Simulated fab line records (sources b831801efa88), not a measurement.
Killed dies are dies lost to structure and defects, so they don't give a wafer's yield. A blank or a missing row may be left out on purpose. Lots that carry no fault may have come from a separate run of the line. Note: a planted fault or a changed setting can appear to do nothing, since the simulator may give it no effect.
What tool caused it?    flow gf180mcu    33 wafers from 11 lots sampled at 5 of the route's 602 steps

## WHAT EACH GAUGE READ, for each wafer
GF_V1_THK_MEAS_03.
lot   measured      on             V1_CVD_02_THK (nm)
L808  day 17 16:13  film_metro-01  846 855 857
L809  day 18 13:31  film_metro-01  846 845 862
L812  day 19 06:39  film_metro-04  838 869 849
L811  day 19 07:57  film_metro-01  837 848 852
L821  day 22 17:26  film_metro-04  1137 857 1144
L822  day 23 04:16  film_metro-02  844 850 868
L823  day 23 06:28  film_metro-01  1131 842 1143
L824  day 23 14:30  film_metro-01  842 1140 1145
L826  day 24 12:11  film_metro-01  829 853 840
L827  day 24 15:59  film_metro-04  836 853 841
L828  day 24 17:42  film_metro-01  841 846 857

## TOOL THAT RAN EACH LOT (tool first, then ch and the chambers of the sampled wafers, then the start)
lot   GF_CONTACT_STRIP_18                   GF_M1_SPUTTER_02              GF_M1_SPUTTER_03              GF_V1_CVD_02
L808  plasma_asher-01 ch 0, day 16 15:33    pvd_sputter-03, day 16 16:40  pvd_sputter-03, day 16 16:41  pecvd-01 ch 0,1, day 17 16:08
L809  plasma_asher-03 ch 0,1, day 17 11:50  pvd_sputter-01, day 17 13:02  pvd_sputter-01, day 17 13:04  pecvd-02 ch 1,2, day 18 13:26
L812  plasma_asher-03 ch 0,1, day 18 03:57  pvd_sputter-01, day 18 05:05  pvd_sputter-01, day 18 05:07  pecvd-04 ch 0,1, day 19 06:35
L811  plasma_asher-01 ch 0,1, day 18 05:42  pvd_sputter-01, day 18 06:55  pvd_sputter-01, day 18 06:57  pecvd-04 ch 0,2, day 19 07:53
L821  plasma_asher-01 ch 0,1, day 21 15:43  pvd_sputter-03, day 21 16:50  pvd_sputter-03, day 21 16:52  pecvd-04 ch 0,1,2, day 22 17:22
L822  plasma_asher-03 ch 1, day 22 03:03    pvd_sputter-02, day 22 04:10  pvd_sputter-02, day 22 04:11  pecvd-02 ch 0,2, day 23 04:11
L823  plasma_asher-01 ch 0,1, day 22 05:23  pvd_sputter-02, day 22 06:27  pvd_sputter-02, day 22 06:29  pecvd-04 ch 1,2, day 23 06:23
L824  plasma_asher-03 ch 0,1, day 22 12:58  pvd_sputter-01, day 22 14:11  pvd_sputter-01, day 22 14:13  pecvd-04 ch 0,2, day 23 14:25
L826  plasma_asher-03 ch 0,1, day 23 11:50  pvd_sputter-03, day 23 12:55  pvd_sputter-03, day 23 12:56  pecvd-01 ch 1,2, day 24 12:05
L827  plasma_asher-01 ch 0, day 23 15:30    pvd_sputter-01, day 23 16:38  pvd_sputter-01, day 23 16:40  pecvd-01 ch 1,2, day 24 15:55
L828  plasma_asher-02 ch 0,1, day 23 17:05  pvd_sputter-03, day 23 18:12  pvd_sputter-03, day 23 18:14  pecvd-02 ch 0,1, day 24 17:37
- GF_CONTACT_STRIP_18: strips in O2/N2.
- GF_M1_SPUTTER_02: material AlCu, target thk 450 nm, time 23.9 s.
- GF_M1_SPUTTER_03: material Ti, target thk 10 nm, time 6.7 s.
- GF_V1_CVD_02: deposits SiO2 from TEOS, target thk 850 nm, time 94.851 s.

## AS READ BY THE TOOLS THEMSELVES (means over the sampled wafers that have a number; for cases with no such wafer, the mark the record gives instead)
GF_CONTACT_STRIP_18.
lot   tool             drypump_motor_current_A (A)  heater_power_w (W)  oes_product_au (a.u.)
L808  plasma_asher-01  5.79                         312                 0.578
L809  plasma_asher-03  6.00                         384                 0.572
L812  plasma_asher-03  6.08                         364                 0.577
L811  plasma_asher-01  5.73                         336                 0.579
L821  plasma_asher-01  5.73                         333                 0.573
L822  plasma_asher-03  5.95                         415                 0.585
L823  plasma_asher-01  5.68                         360                 0.575
L824  plasma_asher-03  6.08                         360                 0.582
L826  plasma_asher-03  6.01                         390                 0.577
L827  plasma_asher-01  5.77                         313                 0.582
L828  plasma_asher-02  5.85                         348                 0.583

GF_M1_SPUTTER_02.
lot   tool            throttle_valve_pct (%)
L808  pvd_sputter-03  30.0
L809  pvd_sputter-01  29.6
L812  pvd_sputter-01  30.0
L811  pvd_sputter-01  28.7
L821  pvd_sputter-03  29.4
L822  pvd_sputter-02  29.1
L823  pvd_sputter-02  28.7
L824  pvd_sputter-01  29.7
L826  pvd_sputter-03  29.6
L827  pvd_sputter-01  31.1
L828  pvd_sputter-03  30.0

GF_M1_SPUTTER_03.
lot   tool            substrate_temp_c (C)  throttle_valve_pct (%)
L808  pvd_sputter-03  299.83                30.1
L809  pvd_sputter-01  300.04                29.7
L812  pvd_sputter-01  299.73                30.0
L811  pvd_sputter-01  300.20                28.6
L821  pvd_sputter-03  300.04                29.7
L822  pvd_sputter-02  299.95                29.0
L823  pvd_sputter-02  300.28                28.9
L824  pvd_sputter-01  300.14                29.7
L826  pvd_sputter-03  299.92                29.5
L827  pvd_sputter-01  300.27                31.0
L828  pvd_sputter-03  299.91                30.0

GF_V1_CVD_02.
lot   tool      heater_power_w (W)
L808  pecvd-01  542
L809  pecvd-02  711
L812  pecvd-04  769
L811  pecvd-04  671
L821  pecvd-04  752
L822  pecvd-02  651
L823  pecvd-04  864
L824  pecvd-04  649
L826  pecvd-01  542
L827  pecvd-01  545
L828  pecvd-02  646

## THE ANSWER, worked out from the rows above alone
Rule: usual is defined by the lots themselves. Put in order of their means at a reading, lots are off if they are a third of the lots or fewer, leave a main group of 4 or more, and stand apart from it by a gap of 3 or more times the standard deviation of the main group's means; of several such gaps the widest counts. If all means in a main group match to the digits the tables above print for the reading, that group is not used. Also off: a lot with no number at a reading for which 4 or more lots have one. Any other lot the step has rows for is counted as sound. Order of review: gauges by route order, followed by the tools' own readings, for which a lot's mean as printed above is used. The first step at which some lot is off is used, and at that step the reading that is off furthest; a lot without a number counts as furthest.
Off: L821, L823, L824, at GF_V1_THK_MEAS_03 (V1_CVD_02_THK). The main group has a mean of 848 nm with a standard deviation of 4.5.
A tool fits if, at a process step before that reading, it ran every lot that is off, and no sound lot after the first of them. Those tools and the gauges at GF_V1_THK_MEAS_03 are tried in the same way. One fits: pecvd-04 at GF_V1_CVD_02. A fault onset in the window from L811 (day 19 07:53, its last sound lot) to L821 (day 22 17:22, its first lot off) fits.

## WHAT THE SIMULATOR PUT IN
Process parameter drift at GF_V1_CVD_02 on pecvd-04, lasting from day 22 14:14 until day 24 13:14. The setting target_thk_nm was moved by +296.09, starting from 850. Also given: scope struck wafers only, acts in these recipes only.
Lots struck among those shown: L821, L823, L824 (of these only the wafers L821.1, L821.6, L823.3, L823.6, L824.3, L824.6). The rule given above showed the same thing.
